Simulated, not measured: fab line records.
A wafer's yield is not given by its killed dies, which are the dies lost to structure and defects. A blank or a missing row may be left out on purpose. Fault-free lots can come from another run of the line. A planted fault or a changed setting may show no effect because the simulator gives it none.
Which tool is to blame? || flow sky130 || 6 lots with 18 wafers sampled at 2 steps, on a route of 708 steps

## WHAT THE GAUGES SHOWED, per wafer
SKY_VT_ADJUST_NCORE_TW_MEAS_11.
{"lot": "L107", "measured": "day 9 19:09", "on": "filmMetro-04", "VT_ADJUST_NCORE_TW": "221.5 221.7 221.1"}
{"lot": "L112", "measured": "day 10 23:14", "on": "filmMetro-02", "VT_ADJUST_NCORE_TW": "217.4 219.3 219.8"}
{"lot": "L114", "measured": "day 11 17:31", "on": "filmMetro-03", "VT_ADJUST_NCORE_TW": "217.3 217.3 218.3"}
{"lot": "L119", "measured": "day 13 04:26", "on": "filmMetro-04", "VT_ADJUST_NCORE_TW": "220.3 220.5 221.4"}
{"lot": "L121", "measured": "day 13 20:12", "on": "filmMetro-03", "VT_ADJUST_NCORE_TW": "203.9 204.0 203.9"}
{"lot": "L126", "measured": "day 15 04:51", "on": "filmMetro-04", "VT_ADJUST_NCORE_TW": "222.2 220.7 221.1"}

## EACH LOT AND THE TOOL THAT RAN IT (in order: tool; ch and the chambers of the sampled wafers; start)
{"lot": "L107", "SKY_VT_ADJUST_NCORE_IMPLANT_09": "implanter-03 ch 0, day 9 18:56"}
{"lot": "L112", "SKY_VT_ADJUST_NCORE_IMPLANT_09": "implanter-04 ch 0, day 10 22:59"}
{"lot": "L114", "SKY_VT_ADJUST_NCORE_IMPLANT_09": "implanter-03 ch 0, day 11 17:17"}
{"lot": "L119", "SKY_VT_ADJUST_NCORE_IMPLANT_09": "implanter-04 ch 0, day 13 04:11"}
{"lot": "L121", "SKY_VT_ADJUST_NCORE_IMPLANT_09": "implanter-03 ch 0, day 13 19:58"}
{"lot": "L126", "SKY_VT_ADJUST_NCORE_IMPLANT_09": "implanter-01 ch 0, day 15 04:37"}
- SKY_VT_ADJUST_NCORE_IMPLANT_09

## THE ANSWER, worked out from the rows above alone
Rule: usual is defined by the lots themselves. Put in order of their means at a reading, lots are off if they are a third of the lots or fewer, leave a main group of 4 or more, and stand apart from it by a gap of 3 or more times the standard deviation of the main group's means; of several such gaps the widest counts. The tables above print the reading to a certain number of digits; a main group whose means all agree to those digits is not used. A lot without any number at a reading at which 4 lots or more have one is off too. The other lots that the step has rows for count as sound.
Off: L121, seen at SKY_VT_ADJUST_NCORE_TW_MEAS_11 (VT_ADJUST_NCORE_TW). Mean 220.0 and standard deviation 1.5 in the main group.
A tool fits if, at a process step before that reading, it ran every lot that is off, and no sound lot after the first of them. Those tools and the gauges at SKY_VT_ADJUST_NCORE_TW_MEAS_11 are tried in the same way. 2 tools fit, implanter-03 at SKY_VT_ADJUST_NCORE_IMPLANT_09 and filmMetro-03 at SKY_VT_ADJUST_NCORE_TW_MEAS_11, so this cannot tell which one it is.

## WHAT THE SIMULATOR HAD PUT IN
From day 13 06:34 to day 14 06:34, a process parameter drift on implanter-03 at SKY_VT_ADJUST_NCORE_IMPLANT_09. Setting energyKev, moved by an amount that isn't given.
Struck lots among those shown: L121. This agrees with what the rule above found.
